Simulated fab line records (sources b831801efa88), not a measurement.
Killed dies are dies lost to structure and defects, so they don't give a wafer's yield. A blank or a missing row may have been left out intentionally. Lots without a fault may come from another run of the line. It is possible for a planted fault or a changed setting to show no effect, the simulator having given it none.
Matching of chambers -- flow sfq_line -- 4 sister chambers for SFQ_TRILAYER_I1_CMP_CMP_046 on cmp-02
The step polishes SiO2. 8 wafers are shown with their chamber, then 9 later ones without.

EACH WAFER AND ITS CHAMBER
wafer,chamber,motor_current_A (A),time_to_endpoint_s (s)
L663.1,0,11.8,216
L663.5,1,9.8,228
L666.1,0,11.1,204
L666.2,2,12.0,206
L666.4,3,10.5,203
L670.2,2,10.8,220
L670.3,1,10.6,234
L670.6,3,10.8,225

WAFERS WHOSE CHAMBER IS MISSING
wafer,motor_current_A (A),time_to_endpoint_s (s)
L672.2,11.0,204
L672.3,10.4,208
L672.6,11.0,225
L678.1,11.3,227
L678.2,11.0,225
L678.3,10.3,231
L679.3,10.1,225
L679.4,10.9,211
L679.6,10.4,231

WHICH CHAMBER EACH ONE RAN IN
wafer,from the rows above,in truth
L672.2,can't be placed: 0 or 2 or 3 or 1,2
L672.3,can't be placed: 3 or 2 or 0 or 1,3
L672.6,can't be placed: 3 or 2 or 1 or 0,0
L678.1,can't be placed: 2 or 0 or 3 or 1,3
L678.2,can't be placed: 3 or 2 or 1 or 0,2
L678.3,can't be placed: 1 or 3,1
L679.3,can't be placed: 1 or 3 or 2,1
L679.4,can't be placed: 3 or 2 or 0 or 1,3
L679.6,can't be placed: 1 or 3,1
Placed correctly: 0 of 9. Can't be placed from these rows: 9 (the true chamber is among the candidates in 9). 0 placed wrongly.
How it was worked out, from the rows above alone: a wafer's distance from a chamber is the root of the sum, over the readings, of the square of ((its reading less the chamber's mean) divided by the reading's scatter). If the next closest chamber is less than 2 further off than the closest, the wafer can't be placed; otherwise it belongs to the closest. For every chamber, the mean is computed from those of its wafers that are shown. The scatter: take each reading less its chamber's mean, square it, sum over the shown wafers, divide by the number of wafers less the number of chambers, and take the root.
